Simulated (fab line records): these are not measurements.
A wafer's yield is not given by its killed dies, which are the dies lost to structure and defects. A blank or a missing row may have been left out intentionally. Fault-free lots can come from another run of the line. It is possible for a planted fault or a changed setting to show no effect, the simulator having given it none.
The tool behind it: which one? | flow sky130 | Sampling: 11 lots, 33 wafers, 4 of 708 route steps

== WHAT THE GAUGES READ, wafer by wafer ==
SKY_FIELD_ISO_THK_MEAS_25. Usual: for FIELD_ISO_CVD_24_THK the level is 598 nm and the standard deviation is 4.9.
lot  | measured    | on            | FIELD_ISO_CVD_24_THK (nm) | flag
L696 | day 2 12:34 | film metro-03 | 601 607 609               |
L697 | day 2 19:28 | film metro-04 | 595 594 595               |
L698 | day 2 22:04 | film metro-03 | 599 608 596               |
L700 | day 4 03:57 | film metro-04 | 605 604 602               |
L702 | day 4 05:07 | film metro-01 | 597 603 602               |
L704 | day 4 09:59 | film metro-03 | 595 595 598               |
L705 | day 4 13:54 | film metro-01 | 588 600 598               |
L709 | day 5 10:08 | film metro-03 | 638 640 636 637 641 637   | OFF
L711 | day 6 04:06 | film metro-04 | 638 633 638 638 633 639   | OFF
L712 | day 6 04:06 | film metro-03 | 600 601 603               |
L717 | day 7 06:41 | film metro-03 | 600 604 598               |

== WHICH TOOL RAN EACH LOT (tool, then ch and the chambers of the sampled wafers, then the start) ==
lot  | SKY_FIELD_ISO_ETCH_14             | SKY_FIELD_ISO_ETCH_15             | SKY_FIELD_ISO_CVD_24
L696 | rie diel-03 ch 1,2,3, day 2 10:11 | rie diel-03 ch 1,2,3, day 2 10:14 | hdpcvd-02 ch 0,1,2, day 2 12:28
L697 | rie diel-04 ch 1,3, day 2 15:31   | rie diel-04 ch 1,3, day 2 15:34   | hdpcvd-01 ch 0,1,2, day 2 19:24
L698 | rie diel-04 ch 0,3, day 2 19:56   | rie diel-04 ch 0,3, day 2 19:59   | hdpcvd-02 ch 0,1, day 2 22:00
L700 | rie diel-03 ch 0,1,3, day 4 01:29 | rie diel-03 ch 0,1,3, day 4 01:32 | hdpcvd-02 ch 1,2, day 4 03:52
L702 | rie diel-04 ch 0,1,3, day 4 02:08 | rie diel-04 ch 0,1,3, day 4 02:11 | hdpcvd-02 ch 0,2, day 4 05:02
L704 | rie diel-04 ch 0,3, day 4 06:46   | rie diel-04 ch 0,3, day 4 06:49   | hdpcvd-01 ch 1,2, day 4 09:54
L705 | rie diel-01 ch 1,2, day 4 10:08   | rie diel-01 ch 1,2, day 4 10:11   | hdpcvd-01 ch 0,2, day 4 13:50
L709 | rie diel-01 ch 2,3, day 5 06:10   | rie diel-01 ch 2,3, day 5 06:13   | hdpcvd-02 ch 0,2, day 5 10:04
L711 | rie diel-04 ch 0,2,3, day 5 18:08 | rie diel-04 ch 0,2,3, day 5 18:11 | hdpcvd-02 ch 0,2, day 6 04:02
L712 | rie diel-03 ch 0,2,3, day 5 20:14 | rie diel-03 ch 0,2,3, day 5 20:17 | hdpcvd-01 ch 0,1,2, day 6 04:02
L717 | rie diel-04 ch 1,3, day 7 01:25   | rie diel-04 ch 1,3, day 7 01:28   | hdpcvd-01 ch 1,2, day 7 06:37
- SKY_FIELD_ISO_ETCH_14: etches BARC in N2/H2, stops on SiO2, time 45.9 s, target depth 60 nm.
- SKY_FIELD_ISO_ETCH_15: etches the open film in CHF3/O2, stops on Si, target depth 180 nm, time 72 s.
- SKY_FIELD_ISO_CVD_24: deposits SiO2, target thk 595 nm, time 99.2 s.

== WHAT THE TOOLS THEMSELVES READ (means of the sampled wafers that have a number; where no wafer has one, the mark that the record gives instead) ==
SKY_FIELD_ISO_ETCH_14. Usual: bias w 100.07 W, standard deviation 0.3; drypump motor current A 5.4 A, standard deviation 0.45; oes product au 0.855 a.u., standard deviation 0.0054; throttle valve pct 13.225 %, standard deviation 0.0092.
lot  | tool        | bias w (W) | drypump motor current A (A) | oes product au (a.u.) | throttle valve pct (%) | flag
L696 | rie diel-03 | 100.05     | 5.3                         | 0.856                 | 13.217                 |
L697 | rie diel-04 | 99.87      | 5.8                         | 0.853                 | 13.228                 |
L698 | rie diel-04 | 99.91      | 5.6                         | 0.856                 | 13.220                 |
L700 | rie diel-03 | 99.98      | 5.5                         | 0.849                 | 13.218                 |
L702 | rie diel-04 | 99.62      | 5.4                         | 0.860                 | 13.219                 |
L704 | rie diel-04 | 99.97      | 5.2                         | 0.850                 | 13.225                 |
L705 | rie diel-01 | 99.61      | 5.7                         | 0.855                 | 13.225                 |
L709 | rie diel-01 | 100.05     | 5.3                         | 0.861                 | 13.223                 |
L711 | rie diel-04 | 100.16     | 5.2                         | 0.854                 | 13.221                 |
L712 | rie diel-03 | 100.09     | 5.8                         | 0.854                 | 13.228                 |
L717 | rie diel-04 | 99.98      | 5.6                         | 0.854                 | 13.235                 |

SKY_FIELD_ISO_ETCH_15. Usual: bias w 200.0 W, standard deviation 0.61; drypump motor current A 5.4 A, standard deviation 0.45; oes product au 0.950 a.u., standard deviation 0.006; throttle valve pct 8.845 %, standard deviation 0.0096.
lot  | tool        | bias w (W) | drypump motor current A (A) | oes product au (a.u.) | throttle valve pct (%) | flag
L696 | rie diel-03 | 200.2      | 5.3                         | 0.944                 | 8.849                  |
L697 | rie diel-04 | 199.9      | 5.8                         | 0.948                 | 8.848                  |
L698 | rie diel-04 | 200.4      | 5.5                         | 0.957                 | 8.843                  |
L700 | rie diel-03 | 199.4      | 5.5                         | 0.953                 | 8.846                  |
L702 | rie diel-04 | 200.1      | 5.4                         | 0.949                 | 8.836                  |
L704 | rie diel-04 | 200.6      | 5.2                         | 0.950                 | 8.846                  |
L705 | rie diel-01 | 200.0      | 5.6                         | 0.943                 | 8.838                  |
L709 | rie diel-01 | 201.1      | 5.3                         | 0.945                 | 8.847                  |
L711 | rie diel-04 | 199.8      | 5.2                         | 0.948                 | 8.836                  |
L712 | rie diel-03 | 200.0      | 5.7                         | 0.952                 | 8.852                  |
L717 | rie diel-04 | 199.6      | 5.6                         | 0.955                 | 8.856                  |

SKY_FIELD_ISO_CVD_24. Usual: 6.000 mTorr for pressure mtorr, sd 0.011.
lot  | tool      | pressure mtorr (mTorr) | flag
L696 | hdpcvd-02 | 5.996                  |
L697 | hdpcvd-01 | 5.996                  |
L698 | hdpcvd-02 | 5.989                  |
L700 | hdpcvd-02 | 5.998                  |
L702 | hdpcvd-02 | 6.002                  |
L704 | hdpcvd-01 | 5.993                  |
L705 | hdpcvd-01 | 6.007                  |
L709 | hdpcvd-02 | 5.999                  |
L711 | hdpcvd-02 | 5.999                  |
L712 | hdpcvd-01 | 6.003                  |
L717 | hdpcvd-01 | 5.998                  |

== THE ANSWER, worked out from the rows above alone ==
Rule: take the mean of a lot's wafers that have a number; if it is more than 3 standard deviations from the usual mean, the lot is off. A lot without any number at a reading at which 4 lots or more have one is off too. The other lots that the step has rows for count as sound. Order of review: gauges by route order, followed by the tools' own readings, for which a lot's mean as printed above is used. At the first step where some lot is off, the reading lying furthest off is the one used; lots without a number count as furthest.
Off: at SKY_FIELD_ISO_THK_MEAS_25 (FIELD_ISO_CVD_24_THK), L709, L711.
A tool fits if, at a process step before that reading, it ran every lot that is off, and no sound lot after the first of them. Those tools and the gauges at SKY_FIELD_ISO_THK_MEAS_25 are tried in the same way. One fits: hdpcvd-02 at SKY_FIELD_ISO_CVD_24. Its last sound lot is L702 (day 4 05:02), its first lot that is off L709 (day 5 10:04): a fault that began between those two fits.

== WHAT THE SIMULATOR HAD PUT IN ==
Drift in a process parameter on hdpcvd-02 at SKY_FIELD_ISO_CVD_24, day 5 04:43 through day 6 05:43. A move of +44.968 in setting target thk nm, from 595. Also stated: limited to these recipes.
Shown lots that were struck: L709, L711. The rule above found the same.
